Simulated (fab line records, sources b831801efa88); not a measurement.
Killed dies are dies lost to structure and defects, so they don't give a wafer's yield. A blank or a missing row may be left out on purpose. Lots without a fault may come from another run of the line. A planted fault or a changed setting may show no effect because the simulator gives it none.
Which tool did it? | flow sfq_line | 7 lots, 21 wafers sampled, at 2 steps of a route of 325

WHAT THE GAUGES READ, wafer by wafer
SFQ_M0_RS_MEAS_904: measures by four-point-probe.
lot  | measured     | on            | M0_NB_RS (ohm/sq)
L982 | day 8 05:16  | film_metro-01 | 0.886 0.904 0.884
L985 | day 9 10:04  | film_metro-02 | 0.885 0.883 0.875
L987 | day 10 00:59 | film_metro-01 | 0.911 0.913 0.893
L991 | day 11 06:57 | film_metro-02 | 0.887 0.890 0.879
L995 | day 12 10:38 | film_metro-01 | 0.899 0.901 0.887
L997 | day 12 22:36 | film_metro-04 | 0.899 0.638 0.897
L104 | day 14 23:57 | film_metro-02 | 0.887 0.891 0.889

WHICH TOOL RAN EACH LOT (tool, then ch and the chambers of the sampled wafers, then the start)
lot  | SFQ_TRILAYER_M0_DEP_SPUTTER_019
L982 | pvd_sputter-03, day 8 05:08
L985 | pvd_sputter-03, day 9 09:56
L987 | pvd_sputter-06, day 10 00:54
L991 | pvd_sputter-05, day 11 06:52
L995 | pvd_sputter-06, day 12 10:32
L997 | pvd_sputter-06, day 12 22:27
L104 | pvd_sputter-05, day 14 23:50
- SFQ_TRILAYER_M0_DEP_SPUTTER_019: material Nb, target thk 200 nm, time 133.3 s.

THE ANSWER, worked out from the rows above alone
Rule: what is usual is taken from the lots themselves. Put in order of their means at a reading, lots are off if they are a third of the lots or fewer, leave a main group of 4 or more, and stand apart from it by a gap of 3 or more times the standard deviation of the main group's means; of several such gaps the widest counts. A main group whose means are all the same, to the digits that the tables above print for the reading, isn't used. A lot without any number at a reading at which 4 lots or more have one is off too. The other lots that the step has rows for count as sound.
Off: L997, at SFQ_M0_RS_MEAS_904 (M0_NB_RS). The main group: mean 0.891 ohm/sq, standard deviation 0.0079.
A tool fits if, at a process step before that reading, it ran every lot that is off, and no sound lot after the first of them. The gauges at SFQ_M0_RS_MEAS_904 are tried like those tools. Can't be told from this: 2 tools fit, pvd_sputter-06 at SFQ_TRILAYER_M0_DEP_SPUTTER_019, film_metro-04 at SFQ_M0_RS_MEAS_904.

WHAT THE SIMULATOR HAD PUT IN
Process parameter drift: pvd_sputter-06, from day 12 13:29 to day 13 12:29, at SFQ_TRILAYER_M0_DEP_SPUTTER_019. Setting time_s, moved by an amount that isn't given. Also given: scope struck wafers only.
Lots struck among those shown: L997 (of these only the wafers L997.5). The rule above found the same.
